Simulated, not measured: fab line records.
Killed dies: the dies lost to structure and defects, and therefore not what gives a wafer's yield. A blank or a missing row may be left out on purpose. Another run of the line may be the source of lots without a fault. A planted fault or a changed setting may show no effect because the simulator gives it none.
fab line records    flow sky130
[record] lots = 6  wafers = 18  last-day = 50
route steps=708 shown METAL4@598 CAP2M@603 PAD_OPEN@708
lots that met no fault: from a run of the same line without faults
start-h: hours from the record's first day to the start of the lot's first wafer shown    wait-h: hours elapsed since this lot's preceding step    " identical to the entry in the row above    L1.1+2: a row that stands for several wafers    - no value present, or no start provided    * or withheld: withheld    < > ~ a bound
route shown NAME@n: a module of which the file shows steps, and the number in the route of the first    usual: mean and standard deviation over wafers with no fault    same: alike in all rows    chamber/n: place in a boat    sites: the reading at each site    _std_site: the values' standard deviation    _edge_site: mean of outer sites minus mean of inner sites    radius-mm: for every site, how far away it sits from the centre of the wafer    mask NAME#n: copy n    behind: the tool/chamber that last shaped the wafer    hold: what put the lot on hold/how long, in hours/how the hold closed    device: the n, p or np transistor that did not switch    end of line: the route-end tests of the same wafers    for a step that has no rows: nothing shown but its recipe    killed: the dies lost at the first sort to structure and to defects; this is not the yield of the wafer    map: dies across one wafer; x = killed, . = not, _ = none there
set.NAME: setting as actually run; set.NAME@STEP: the setting as run at that earlier step    model.NAME: the simulator's own value behind a step, which no gauge read
lots seen at some steps along the route; tables by step, rows by wafer
services: when a tool's chamber went out of use (start-h, in hours from the record's first day, below 0 if earlier), for how many hours, and the reason
[[steps]]
[step SKY_METAL4_SPUTTER_00]
[recipe] material = Ti  target-thk-nm = 15  power-w = 3000  time-s = 10  chamber-pressure-pa = 0.4
[usual] throttle-valve-pct = 29.9/1.4
lot.wafer  tool            chamber  start-h  wait-h  throttle-valve-pct
L767.2     pvd-sputter-04  -        961.79   0.1     30.9
L767.3     "               -        "        "       28.2
L767.5     "               -        "        "       28.3
L769.1     pvd-sputter-01  -        973.52   0.1     31.6
L769.2     "               -        "        "       30.0
L769.4     "               -        "        "       30.1
L775.3     pvd-sputter-04  -        1018.56  0.1     30.8
L775.4     "               -        "        "       31.8
L775.6     "               -        "        "       28.2
L777.1     pvd-sputter-04  -        1032.82  0.2     28.2
L777.4     "               -        "        "       31.6
L777.5     "               -        "        "       27.9
L779.3     pvd-sputter-04  -        1052.74  0.2     28.5
L779.4     "               -        "        "       30.7
L779.6     "               -        "        "       30.5
L785.1     pvd-sputter-02  -        1067.74  0.1     31.0
L785.2     "               -        "        "       29.7
L785.5     "               -        "        "       29.9
[step SKY_METAL4_SPUTTER_01]
[recipe] material = TiN  target-thk-nm = 20  power-w = 6500  time-s = 16.7  chamber-pressure-pa = 0.4
[step SKY_METAL4_SPUTTER_02]
[recipe] material = AlCu  target-thk-nm = 735  power-w = 10600  time-s = 39.1  chamber-pressure-pa = 0.4
[usual] throttle-valve-pct = 29.9/1.4
lot.wafer  tool            chamber  start-h  wait-h  throttle-valve-pct
L767.2     pvd-sputter-04  -        961.84   0.0     31.2
L767.3     "               -        "        "       28.1
L767.5     "               -        "        "       28.2
L769.1     pvd-sputter-01  -        973.57   0.0     31.7
L769.2     "               -        "        "       29.8
L769.4     "               -        "        "       30.2
L775.3     pvd-sputter-04  -        1018.61  0.0     31.3
L775.4     "               -        "        "       31.6
L775.6     "               -        "        "       28.6
L777.1     pvd-sputter-04  -        1032.87  0.0     28.2
L777.4     "               -        "        "       31.6
L777.5     "               -        "        "       27.9
L779.3     pvd-sputter-04  -        1052.79  0.0     28.4
L779.4     "               -        "        "       30.6
L779.6     "               -        "        "       31.0
L785.1     pvd-sputter-02  -        1067.79  0.0     31.0
L785.2     "               -        "        "       30.0
L785.5     "               -        "        "       29.7
[step SKY_METAL4_SPUTTER_03]
[recipe] material = Ti  target-thk-nm = 5  power-w = 3000  time-s = 3.3  chamber-pressure-pa = 0.3888
[usual] throttle-valve-pct = 30.0/1.4
lot.wafer  tool            chamber  start-h  wait-h  throttle-valve-pct
L767.2     pvd-sputter-04  -        961.87   0.0     30.8
L767.3     "               -        "        "       27.9
L767.5     "               -        "        "       28.3
L769.1     pvd-sputter-01  -        973.61   0.0     31.5
L769.2     "               -        "        "       30.1
L769.4     "               -        "        "       30.3
L775.3     pvd-sputter-04  -        1018.64  0.0     30.8
L775.4     "               -        "        "       31.4
L775.6     "               -        "        "       28.5
L777.1     pvd-sputter-04  -        1032.91  0.0     28.0
L777.4     "               -        "        "       31.8
L777.5     "               -        "        "       27.9
L779.3     pvd-sputter-04  -        1052.83  0.0     28.1
L779.4     "               -        "        "       31.0
L779.6     "               -        "        "       30.8
L785.1     pvd-sputter-02  -        1067.83  0.0     31.1
L785.2     "               -        "        "       29.9
L785.5     "               -        "        "       30.0
[step SKY_METAL4_SPUTTER_04]
[recipe] material = TiN  target-thk-nm = 70  power-w = 6500  time-s = 58.3  chamber-pressure-pa = 0.4
[usual] throttle-valve-pct = 29.9/1.4
lot.wafer  tool            chamber  start-h  wait-h  throttle-valve-pct
L767.2     pvd-sputter-04  -        961.89   0.0     30.7
L767.3     "               -        "        "       27.7
L767.5     "               -        "        "       28.4
L769.1     pvd-sputter-01  -        973.62   0.0     31.7
L769.2     "               -        "        "       29.7
L769.4     "               -        "        "       30.2
L775.3     pvd-sputter-04  -        1018.66  0.0     30.9
L775.4     "               -        "        "       31.6
L775.6     "               -        "        "       28.2
L777.1     pvd-sputter-04  -        1032.93  0.0     28.3
L777.4     "               -        "        "       31.7
L777.5     "               -        "        "       28.1
L779.3     pvd-sputter-04  -        1052.85  0.0     28.3
L779.4     "               -        "        "       30.7
L779.6     "               -        "        "       30.9
L785.1     pvd-sputter-02  -        1067.85  0.0     30.9
L785.2     "               -        "        "       29.8
L785.5     "               -        "        "       29.9
[step SKY_CAP2M_CVD_00]
[recipe] material = SiO2  target-thk-nm = 15.5  temp-c = 400  time-s = withheld  rf-w = 450
[step SKY_CAP2M_THK_MEAS_01]
[recipe] reads = SiO2_of_CAP2M_CVD_00
[usual] CAP2M_CVD_00_THK = 15.50/0.26
lot.wafer  tool           chamber  start-h  wait-h  CAP2M_CVD_00_THK[nm]
L767.2     film-metro-04  -        961.97   -       15.56
L767.3     "              -        "        "       15.15
L767.5     "              -        "        "       15.76
L769.1     film-metro-02  -        973.69   -       15.43
L769.2     "              -        "        "       15.23
L769.4     "              -        "        "       15.79
L775.3     film-metro-01  -        1018.76  -       16.01
L775.4     "              -        "        "       15.70
L775.6     "              -        "        "       15.93
L777.1     film-metro-04  -        1033.00  -       15.58
L777.4     "              -        "        "       15.69
L777.5     "              -        "        "       15.61
L779.3     film-metro-01  -        1052.94  -       15.80
L779.4     "              -        "        "       16.00
L779.6     "              -        "        "       15.94
L785.1     film-metro-01  -        1067.93  -       15.26
L785.2     "              -        "        "       15.16
L785.5     "              -        "        "       15.29
[step SKY_CAP2M_SPUTTER_02]
[recipe] material = TiN  target-thk-nm = 200  temp-c = 300  power-w = 6500  time-s = 166.7  chamber-pressure-pa = 0.4
[usual] throttle-valve-pct = 30.5/1.1
lot.wafer  tool            chamber  start-h  wait-h  throttle-valve-pct
L767.2     pvd-sputter-01  -        962.02   0.0     31.3
L767.3     "               -        "        "       30.5
L767.5     "               -        "        "       29.8
L769.1     pvd-sputter-03  -        973.75   0.1     29.5
L769.2     "               -        "        "       32.3
L769.4     "               -        "        "       30.5
L775.3     pvd-sputter-03  -        1018.80  0.0     32.1
L775.4     "               -        "        "       30.3
L775.6     "               -        "        "       32.2
L777.1     pvd-sputter-03  -        1033.06  0.1     30.6
L777.4     "               -        "        "       32.5
L777.5     "               -        "        "       30.4
L779.3     pvd-sputter-01  -        1052.98  0.0     30.2
L779.4     "               -        "        "       31.5
L779.6     "               -        "        "       30.4
L785.1     pvd-sputter-03  -        1067.99  0.1     32.4
L785.2     "               -        "        "       30.6
L785.5     "               -        "        "       30.3
[step SKY_CAP2M_RS_MEAS_03]
[recipe] thk-meas-gauge = four-point-probe  reads = TiN_of_CAP2M_SPUTTER_02
[usual] CAP2M_TIN_RS = 6.92/0.088
lot.wafer  tool           chamber  start-h  wait-h  CAP2M_TIN_RS[ohm/sq]
L767.2     film-metro-02  -        962.15   0.1     7.02
L767.3     "              -        "        "       6.89
L767.5     "              -        "        "       6.88
L769.1     film-metro-04  -        973.86   0.1     6.80
L769.2     "              -        "        "       7.08
L769.4     "              -        "        "       6.97
L775.3     film-metro-02  -        1018.95  0.1     7.01
L775.4     "              -        "        "       6.95
L775.6     "              -        "        "       6.94
L777.1     film-metro-02  -        1033.17  0.1     7.09
L777.4     "              -        "        "       7.11
L777.5     "              -        "        "       7.13
L779.3     film-metro-04  -        1053.13  0.1     6.81
L779.4     "              -        "        "       6.95
L779.6     "              -        "        "       6.80
L785.1     film-metro-04  -        1068.10  0.1     6.93
L785.2     "              -        "        "       6.97
L785.5     "              -        "        "       6.97
[step SKY_CAP2M_THK_MEAS_04]
[recipe] thk-meas-gauge = xrf  reads = TiN_of_CAP2M_SPUTTER_02
[usual] CAP2M_TIN_THK = 197.0/2.7
lot.wafer  tool           chamber  start-h  wait-h  CAP2M_TIN_THK[nm]
L767.2     film-metro-02  -        962.26   0.1     192.0
L767.3     "              -        "        "       195.2
L767.5     "              -        "        "       196.1
L769.1     film-metro-04  -        973.98   0.1     199.7
L769.2     "              -        "        "       192.6
L769.4     "              -        "        "       195.4
L775.3     film-metro-02  -        1019.05  0.1     194.4
L775.4     "              -        "        "       196.5
L775.6     "              -        "        "       195.7
L777.1     film-metro-02  -        1033.29  0.1     193.6
L777.4     "              -        "        "       192.6
L777.5     "              -        "        "       191.8
L779.3     film-metro-04  -        1053.23  0.1     198.9
L779.4     "              -        "        "       195.5
L779.6     "              -        "        "       199.5
L785.1     film-metro-04  -        1068.22  0.1     196.4
L785.2     "              -        "        "       196.3
L785.5     "              -        "        "       194.3
[step SKY_CAP2M_DEHYDRATE_05]
[recipe] temp-c = 200  time-s = 60
[step SKY_CAP2M_HMDS_06]
[recipe] prime-time-s = 60  prime-temp-c = 120
[step SKY_CAP2M_COAT_07]
[recipe] resist = NOVOLAK  spin-rpm = 3000  resist-thk-nm = 1140
[usual] dispense-pressure-kPa = 53/4
lot.wafer  tool            chamber  start-h  wait-h  dispense-pressure-kPa  model.NOVOLAK_of_CAP2M_COAT_07.thk-nm
L767.2     litho-track-03  0        973.45   0.1     49                     1144
L767.3     "               0        "        "       49                     1139
L767.5     "               0        "        "       49                     1138
L769.1     litho-track-02  0        985.86   0.1     59                     1147
L769.2     "               0        "        "       59                     1140
L769.4     "               0        "        "       59                     1145
L775.3     litho-track-02  0        1030.36  0.1     59                     1136
L775.4     "               0        "        "       59                     1138
L775.6     "               0        "        "       59                     1136
L777.1     litho-track-02  0        1043.71  0.1     59                     1118
L777.4     "               0        "        "       59                     1121
L777.5     "               0        "        "       59                     1123
L779.3     litho-track-02  0        1063.61  0.1     59                     1122
L779.4     "               0        "        "       59                     1125
L779.6     "               0        "        "       59                     1122
L785.1     litho-track-03  0        1078.18  0.1     49                     1140
L785.2     "               0        "        "       49                     1142
L785.5     "               0        "        "       49                     1138
[step SKY_CAP2M_SOFTBAKE_08]
[recipe] temp-c = 90  time-s = 60  resist = NOVOLAK
[step SKY_CAP2M_EXPOSE_09]
[recipe] mask-id = CAP2M  na = 0.6  source-shape = conventional  sigma-outer = 0.6  polarization = unpolarized  target-cd-nm = 1000  dose-mj = 159
[step SKY_CAP2M_PEB_10]
[recipe] temp-c = withheld  time-s = *  resist = NOVOLAK
[step SKY_CAP2M_DEVELOP_11]
[recipe] resist = NOVOLAK  developer = TMAH  develop-time-s = 60  dev-temp-c = 23
[step SKY_CAP2M_OVL_MEAS_12]
[usual] CAP2M_OVL = -1.1/1.3
lot.wafer  tool        chamber  start-h  wait-h  CAP2M_OVL[nm]
L767.2     overlay-02  -        985.59   0.1     -2.7
L767.3     "           -        "        "       -2.6
L767.5     "           -        "        "       -2.6
L769.1     overlay-01  -        997.28   0.1     -0.2
L769.2     "           -        "        "       0.5
L769.4     "           -        "        "       -0.3
L775.3     overlay-01  -        1041.44  0.1     -1.1
L775.4     "           -        "        "       -1.6
L775.6     "           -        "        "       -0.5
L777.1     overlay-02  -        1055.38  0.1     -0.1
L777.4     "           -        "        "       -2.3
L777.5     "           -        "        "       -0.5
L779.3     overlay-02  -        1074.38  0.1     -1.8
L779.4     "           -        "        "       -1.4
L779.6     "           -        "        "       -0.7
L785.1     overlay-01  -        1088.36  0.1     -2.6
L785.2     "           -        "        "       -1.6
L785.5     "           -        "        "       -2.8
[step SKY_CAP2M_METAL_ETCH_13]
[recipe] target-depth-nm = 220  stop-on = SiO2  chemistry = Cl2/BCl3  target = TiN  pressure-mtorr = 10  icp-w = 900  bias-w = 48.5  Cl2_flow_sccm = 60  bcl3-flow-sccm = 30  time-s = 62.9
[usual] drypump-motor-current-A = 5.7/0.43  oes-product-au = 0.941/0.0079  throttle-valve-pct = 21.903/0.0098
lot.wafer  tool          chamber  start-h  wait-h  drypump-motor-current-A  oes-product-au  rf-hours-counter-h  throttle-valve-pct  model.NOVOLAK_of_CAP2M_COAT_07.thk-nm
L767.2     rie-metal-04  1        985.62   0.0     5.4                      0.930           14                  21.898              997.8
L767.3     "             1        "        "       5.4                      0.937           -                   21.901              993.4
L767.5     "             1        "        "       5.4                      0.949           -                   21.920              992.8
L769.1     rie-metal-04  0        997.32   0.0     5.8                      0.950           9                   21.893              1002
L769.2     "             1        "        "       5.4                      0.931           14                  21.910              994.1
L769.4     "             1        "        "       5.4                      0.937           -                   21.915              997.7
L775.3     rie-metal-04  1        1041.49  0.0     5.3                      0.938           -                   21.892              987.9
L775.4     "             0        "        "       5.8                      0.931           -                   21.901              993.2
L775.6     "             1        "        "       5.4                      0.939           -                   21.926              988.4
L777.1     rie-metal-02  0        1055.42  0.0     6.5                      0.930           19                  21.911              969
L777.4     "             0        "        "       6.5                      0.925           -                   21.900              972.6
L777.5     "             0        "        "       6.5                      0.919           -                   21.908              974.8
L779.3     rie-metal-03  1        1074.43  0.0     6.1                      0.955           -                   21.891              972.3
L779.4     "             0        "        "       5.2                      0.935           -                   21.908              975.6
L779.6     "             1        "        "       6.1                      0.955           -                   21.893              972.6
L785.1     rie-metal-03  1        1088.40  0.0     6.2                      0.937           8                   21.884              989.6
L785.2     "             0        "        "       5.2                      0.933           22                  21.905              990.8
L785.5     "             0        "        "       5.1                      0.932           -                   21.912              988.2
[step SKY_CAP2M_STRIP_14]
[recipe] chemistry = O2/N2  power-w = 1400  pressure-mtorr = 1500  platen-temp-c = withheld  o2-flow-sccm = 3000  n2-flow-sccm = 300  overash-fraction = 0.5
[usual] drypump-motor-current-A = 5.62/0.27  oes-product-au = 0.710/0.0044  strip-time-to-endpoint-s = 12.64/0.047
lot.wafer  tool             chamber  start-h  wait-h  drypump-motor-current-A  oes-product-au  rf-hours-counter-h  strip-time-to-endpoint-s
L767.2     plasma-asher-04  1        985.69   0.1     5.96                     0.708           55                  12.70
L767.3     "                1        "        "       5.98                     0.708           -                   12.67
L767.5     "                0        "        "       5.65                     0.709           -                   12.65
L769.1     plasma-asher-02  0        997.39   0.1     5.79                     0.715           24                  12.74
L769.2     "                1        "        "       5.24                     0.715           24                  12.66
L769.4     "                0        "        "       5.79                     0.702           -                   12.70
L775.3     plasma-asher-04  0        1041.58  0.1     5.68                     0.711           -                   12.58
L775.4     "                1        "        "       5.96                     0.707           -                   12.65
L775.6     "                0        "        "       5.66                     0.705           -                   12.60
L777.1     plasma-asher-02  0        1055.57  0.1     5.76                     0.709           29                  12.37
L777.4     "                1        "        "       5.25                     0.706           -                   12.40
L777.5     "                1        "        "       5.23                     0.716           -                   12.44
L779.3     plasma-asher-02  0        1074.52  0.1     5.76                     0.709           -                   12.40
L779.4     "                1        "        "       5.24                     0.707           -                   12.44
L779.6     "                1        "        "       5.24                     0.705           -                   12.42
L785.1     plasma-asher-02  1        1088.48  0.1     5.20                     0.711           33                  12.60
L785.2     "                0        "        "       5.79                     0.713           33                  12.62
L785.5     "                0        "        "       5.77                     0.702           -                   12.59
[step SKY_CAP2M_STRIP_15]
[recipe] chemistry = post-etch-residue-remover  time-s = 1200  temp-c = 72.5
[step SKY_PAD_OPEN_PROBE_99]
[usual] defect-limited-yield = 82.7/1.8  killed_at_M0_to_M3 = 42/7.5  killed_at_M4_up = 3.2/1.7  killed-at-contacts = 24/5.1  killed-at-front-end = 15/4.1  killed-at-other = 0.3/0.58  killed-dies = 85/8.9  killed-open = 46/6.4  killed-short = 39/6  sort_bin_3_pad_short = 0.9/0.4  sort_bin_5_function = 10.1/1.6  sort_bin_6_memory = 6.3/1  sort-n-pass = 407/9  sort-yield-pct = 82.7/1.8
[same] gross-dies = 492  killed-at-back-side = 0  sort_bin_4_leakage[%] = 0  sort_bin_8_speed[%] = 0
lot.wafer  tool       chamber  start-h  wait-h  defect-limited-yield[%]  killed_at_M0_to_M3  killed_at_M4_up  killed-at-contacts  killed-at-front-end  killed-at-other  killed-dies  killed-open  killed-short  sort_bin_3_pad_short[%]  sort_bin_5_function[%]  sort_bin_6_memory[%]  sort-n-pass  sort-yield-pct[%]
L767.2     prober-01  -        1103.54  0.1     82.9                     41                  3                25                  14                   1                84           42           42            1.4                      8.7                     6.9                   408          82.9
L767.3     prober-01  -        1103.59  0.2     84.1                     37                  3                20                  18                   0                78           43           35            1.2                      8.7                     5.9                   414          84.1
L767.5     prober-01  -        1103.69  0.2     86.4                     33                  1                22                  11                   0                67           32           35            0.6                      7.5                     5.5                   425          86.4
L769.1     prober-01  -        1113.69  0.1     82.5                     45                  1                25                  13                   2                86           47           38            1.0                      9.1                     7.3                   406          82.5
L769.2     prober-01  -        1113.74  0.1     83.3                     34                  1                28                  18                   1                82           35           46            1.6                      9.8                     5.3                   410          83.3
L769.4     prober-01  -        1113.84  0.2     83.9                     34                  3                23                  16                   3                79           32           46            1.0                      10.0                    5.1                   413          83.9
L779.3     prober-02  -        1177.09  0.2     85.4                     36                  2                16                  17                   1                72           38           33            1.2                      7.7                     5.7                   420          85.4
L779.4     prober-02  -        1177.14  0.2     82.9                     41                  3                26                  14                   0                84           45           39            1.0                      10.0                    6.1                   408          82.9
L779.6     prober-02  -        1177.24  0.2     84.1                     32                  1                26                  19                   0                78           39           39            0.4                      10.0                    5.5                   414          84.1
// killed by level:class
L767.2 VIA1:geometric-particle:open=10 CONTACT:geometric-particle:open=7 VIA2:geometric-particle:open=7 LOCAL_INTERCONNECT:geometric-particle:short=6 VIA2:geometric-particle:short=6 FIELD_ISO:geometric-particle:short=5 VIA3:geometric-particle:open=5 LI_CONTACT:geometric-particle:short=4
L767.3 VIA1:geometric-particle:open=8 FIELD_ISO:geometric-particle:open=7 FIELD_ISO:geometric-particle:short=7 VIA2:geometric-particle:open=7 LI_CONTACT:geometric-particle:open=5 CONTACT:geometric-particle:open=5 METAL1:geometric-particle:short=5 LOCAL_INTERCONNECT:geometric-particle:short=4
L767.5 CONTACT:geometric-particle:open=8 CONTACT:geometric-particle:short=7 METAL1:geometric-particle:short=6 VIA1:geometric-particle:open=5 METAL2:geometric-particle:short=4 VIA3:geometric-particle:open=4 VIA3:geometric-particle:short=4 POLY_GATE:geometric-particle:short=3
L769.1 CONTACT:geometric-particle:open=9 METAL1:geometric-particle:short=8 VIA2:geometric-particle:open=7 VIA3:geometric-particle:open=6 VIA1:geometric-particle:open=6 LI_CONTACT:geometric-particle:short=5 LI_CONTACT:geometric-particle:open=5 METAL2:geometric-particle:short=5
L769.2 CONTACT:geometric-particle:short=11 VIA1:geometric-particle:open=8 VIA3:geometric-particle:open=7 FIELD_ISO:geometric-particle:short=6 LI_CONTACT:geometric-particle:short=6 LI_CONTACT:geometric-particle:open=6 METAL2:geometric-particle:short=5 CONTACT:geometric-particle:open=4
L769.4 LI_CONTACT:geometric-particle:open=11 METAL2:geometric-particle:short=8 VIA1:geometric-particle:short=7 VIA1:geometric-particle:open=6 LI_CONTACT:geometric-particle:short=5 POLY_GATE:geometric-particle:short=4 CONTACT:geometric-particle:short=4 FIELD_ISO:geometric-particle:short=3
L779.3 VIA1:geometric-particle:open=9 VIA3:geometric-particle:open=7 POLY_GATE:geometric-particle:open=6 CONTACT:geometric-particle:short=6 FIELD_ISO:geometric-particle:short=4 LI_CONTACT:geometric-particle:open=4 VIA2:geometric-particle:open=4 VIA3:geometric-particle:short=4
L779.4 VIA3:geometric-particle:open=8 CONTACT:geometric-particle:open=8 VIA1:geometric-particle:open=8 VIA2:geometric-particle:open=8 METAL2:geometric-particle:short=7 FIELD_ISO:geometric-particle:short=5 LI_CONTACT:geometric-particle:open=5 CONTACT:geometric-particle:short=5
L779.6 POLY_GATE:geometric-particle:open=12 CONTACT:geometric-particle:short=9 METAL1:geometric-particle:short=8 CONTACT:geometric-particle:open=7 LI_CONTACT:geometric-particle:open=5 METAL2:geometric-particle:short=5 VIA2:geometric-particle:open=5 FIELD_ISO:geometric-particle:short=4
[[services]]
tool             chamber  start-h  hours  kind
rie-metal-03     1        946.42   -      clean
rie-metal-03     1        946.42   18.1   scheduled-down
rie-metal-03     1        946.42   18.1   vent-cycle
pvd-sputter-03   -        949.14   14.9   repair
pvd-sputter-01   -        984.22   1.3    repair
pvd-sputter-04   3        1004.80  -      consumable-replace:kit
pvd-sputter-04   3        1004.80  18.0   scheduled-down
pvd-sputter-04   3        1004.80  18.0   vent-cycle
plasma-asher-04  -        1016.21  2.8    pm
rie-metal-02     1        1033.43  -      clean
rie-metal-02     1        1033.43  29.7   scheduled-down
plasma-asher-04  -        1035.81  0.7    repair
pvd-sputter-03   1        1041.70  -      consumable-replace:kit
pvd-sputter-03   1        1041.70  18.0   scheduled-down
pvd-sputter-03   1        1041.70  18.0   vent-cycle
pvd-sputter-02   -        1057.94  1.1    repair
pvd-sputter-04   -        1058.18  0.7    repair
pvd-sputter-01   3        1058.55  -      consumable-replace:kit
pvd-sputter-01   3        1058.55  18.0   scheduled-down
pvd-sputter-01   3        1058.55  18.0   vent-cycle
pvd-sputter-01   -        1061.32  7.6    repair
litho-track-02   -        1064.69  -      consumable-replace:filter
pvd-sputter-04   -        1066.90  1.3    repair
rie-metal-04     -        1083.70  0.2    repair
[[key]]
[first-sign] step = SKY_CAP2M_STRIP_14  reading = strip-time-to-endpoint-s  direction = down  sigmas = 4.7  usual = *  struck = *
effect none on later readings
[model-effect] step = SKY_CAP2M_COAT_07  value = NOVOLAK_of_CAP2M_COAT_07.thk-nm  without = 1141  struck = 1122
[model-effect] step = SKY_CAP2M_METAL_ETCH_13  value = NOVOLAK_of_CAP2M_COAT_07.thk-nm  without = 991.7  struck = 972.8
met-at SKY_CAP2M_COAT_07
struck-wafers L777.1,L777.4,L777.5,L779.3,L779.4,L779.6
onset-between 1030.36 1043.71
also-fits SKY_METAL4_SPUTTER_00:pvd-sputter-04,SKY_METAL4_SPUTTER_02:pvd-sputter-04,SKY_METAL4_SPUTTER_03:pvd-sputter-04,SKY_METAL4_SPUTTER_04:pvd-sputter-04
[fault] kind = process-parameter-drift  tool = litho-track-02  chamber = -  onset-h = 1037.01  steps = SKY_CAP2M_COAT_07  channel = resist-thk-nm  offset = -18.845  shape = step  end-h = 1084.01  acts-in = these-recipes-only  stated = 1140
